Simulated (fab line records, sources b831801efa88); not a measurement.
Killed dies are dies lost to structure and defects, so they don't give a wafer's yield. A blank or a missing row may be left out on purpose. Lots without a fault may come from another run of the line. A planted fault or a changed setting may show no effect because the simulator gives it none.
Which tool did it? | flow sky130 | 6 lots, 18 wafers sampled, at 2 steps of a route of 708

WHAT THE GAUGES READ, wafer by wafer
SKY_LDD_P_CD_MEAS_07: target cd 380 nm.
lot  | measured     | on        | cd_nm (nm)
L868 | day 18 22:10 | cd_sem-01 | 381.1 382.0 380.3
L871 | day 20 09:07 | cd_sem-02 | 382.6 380.3 381.3
L873 | day 21 05:17 | cd_sem-01 | 377.9 376.5 379.3
L877 | day 22 10:27 | cd_sem-01 | 377.9 376.8 378.4
L881 | day 23 20:49 | cd_sem-01 | 377.4 376.8 392.7
L887 | day 26 12:13 | cd_sem-01 | 379.2 378.6 377.5

WHICH TOOL RAN EACH LOT (tool, then ch and the chambers of the sampled wafers, then the start)
lot  | SKY_LDD_P_DEVELOP_06
L868 | litho_track-02 ch 0, day 18 22:01
L871 | litho_track-02 ch 0, day 20 08:58
L873 | litho_track-03 ch 0, day 21 05:08
L877 | litho_track-01 ch 0, day 22 10:18
L881 | litho_track-02 ch 0, day 23 20:40
L887 | litho_track-03 ch 0, day 26 12:04
- SKY_LDD_P_DEVELOP_06: develop time 60 s.

THE ANSWER, worked out from the rows above alone
Rule: what is usual is taken from the lots themselves. Put in order of their means at a reading, lots are off if they are a third of the lots or fewer, leave a main group of 4 or more, and stand apart from it by a gap of 3 or more times the standard deviation of the main group's means; of several such gaps the widest counts. A main group whose means are all the same, to the digits that the tables above print for the reading, isn't used. A lot without any number at a reading at which 4 lots or more have one is off too. The other lots that the step has rows for count as sound.
No lot is off at any reading shown: from this, nothing can be told.

WHAT THE SIMULATOR HAD PUT IN
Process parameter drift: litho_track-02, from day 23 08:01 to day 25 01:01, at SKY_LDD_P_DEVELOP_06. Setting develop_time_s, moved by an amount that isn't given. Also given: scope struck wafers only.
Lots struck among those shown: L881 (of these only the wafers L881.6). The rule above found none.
